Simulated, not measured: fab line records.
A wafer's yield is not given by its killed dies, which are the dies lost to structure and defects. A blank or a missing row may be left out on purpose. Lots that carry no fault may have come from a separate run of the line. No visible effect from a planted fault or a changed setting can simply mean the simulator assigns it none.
Struck lot and sound lot, side by side    flow sky130    35 out of 708 route steps
Sound: the wafers L104.1, L104.4, L104.6. Struck: wafer L103.3 (left out: L103.4, L103.6 of the same lot, which were not struck); the cause appears at the end.
Per side, at each step with rows, come the tool, then ch with its chambers, and then its first start. Under that, the readings that differ: sound wafers    struck wafers    difference of the means    sigmas: that difference in standard deviations of wafers without a fault.
alike: a reading whose means differ by less than 2 such deviations, as well as words and numbers matching on both sides. not compared: withheld readings; readings where some wafer has no value; bounds like >300 that might hide an equal value; numbers whose values overlap and for which the record gives no deviation.
The two part at a step that has a row with sigmas, a row that says differs or no value, or rows on one side only. When numbers do not overlap yet have no deviation, they are printed without sigmas and do not part them. A reading missing from all wafers of one side parts the sides only when that side holds two or more wafers.

first, 10 steps without rows for these wafers: SKY_CONTACT_STRIP_20 (strips in post etch residue remover, time 1200 s); SKY_CONTACT_CLEAN_21 (cleans in IPA, time 180 s); SKY_CONTACT_CLEAN_22 (cleans in O3/DIW); SKY_CONTACT_SPUTTER_23 (material TiN, target thk 20 nm, time 80 s); SKY_CONTACT_CVD_24 (deposits W, target thk 340 nm, time 102.12 s); SKY_CONTACT_CMP_27 (polishes, stops on SiO2, t overpolish 15 s, target thk 0 nm); SKY_METAL1_SPUTTER_00 (material Ti, target thk 15 nm, time 10 s); SKY_METAL1_SPUTTER_01 (material TiN, target thk 20 nm, time 16.7 s); SKY_METAL1_SPUTTER_02 (material AlCu, target thk 250 nm, time 13.3 s); SKY_METAL1_SPUTTER_03 (material Ti, target thk 5 nm, time 3.3 s).
SKY_METAL1_SPUTTER_04: material TiN, target thk 70 nm, time 58.3 s.
  struck on pvd sputter-02, day 33 18:17; sound on pvd sputter-02, day 33 16:25
  alike: throttle valve pct
then, 23 steps without rows for these wafers: SKY_METAL1_DEHYDRATE_07 (time 60 s); SKY_METAL1_HMDS_08 (prime time 60 s); SKY_METAL1_COAT_09 (resist thk 60 nm); SKY_METAL1_COAT_10 (resist thk 450 nm); SKY_METAL1_SOFTBAKE_11 (time 90 s); SKY_METAL1_EXPOSE_12 (exposes mask MM1, target cd 140 nm); SKY_METAL1_PEB_13; SKY_METAL1_DEVELOP_14 (develop time 60 s); SKY_METAL1_DESCUM_17 (chemistry O2, time 8 s); SKY_METAL1_ETCH_18 (etches BARC in N2/H2, stops on SiO2, time 45.9 s, target depth 60 nm); SKY_METAL1_METAL_ETCH_19 (etches the open film in Cl2/BCl3, stops on SiO2, target depth 360 nm, time 78 s); SKY_METAL1_STRIP_20 (strips in O2/N2); SKY_METAL1_STRIP_21 (strips in post etch residue remover, time 1200 s); SKY_METAL1_CLEAN_22 (cleans in IPA, time 180 s); SKY_METAL1_CLEAN_23 (cleans in O3/DIW); SKY_VIA1_HDPCVD_00 (deposits SiO2, target thk 1030 nm, time 171.7 s); SKY_VIA1_CMP_02 (polishes SiO2); SKY_VIA1_DEHYDRATE_04 (time 60 s); SKY_VIA1_HMDS_05 (prime time 60 s); SKY_VIA1_COAT_06 (resist thk 60 nm); SKY_VIA1_COAT_07 (resist thk 457.1 nm); SKY_VIA1_SOFTBAKE_08 (time 90 s); SKY_VIA1_EXPOSE_09 (exposes mask VIM, target cd 150 nm).
-- the record jumps here: 14 days lie between the struck wafers' starts before and after (it left off in module VIA1 and takes up again in module PAD_OPEN, whose first step shown is number 708 of the route) --
SKY_PAD_OPEN_PROBE_99:
  the record has rows for the struck wafers here (prober-01, day 47 09:25) and none for the sound ones

== WHERE THEY PART ==
Only at SKY_PAD_OPEN_PROBE_99, within this record.

WHY: the cause the simulator had injected
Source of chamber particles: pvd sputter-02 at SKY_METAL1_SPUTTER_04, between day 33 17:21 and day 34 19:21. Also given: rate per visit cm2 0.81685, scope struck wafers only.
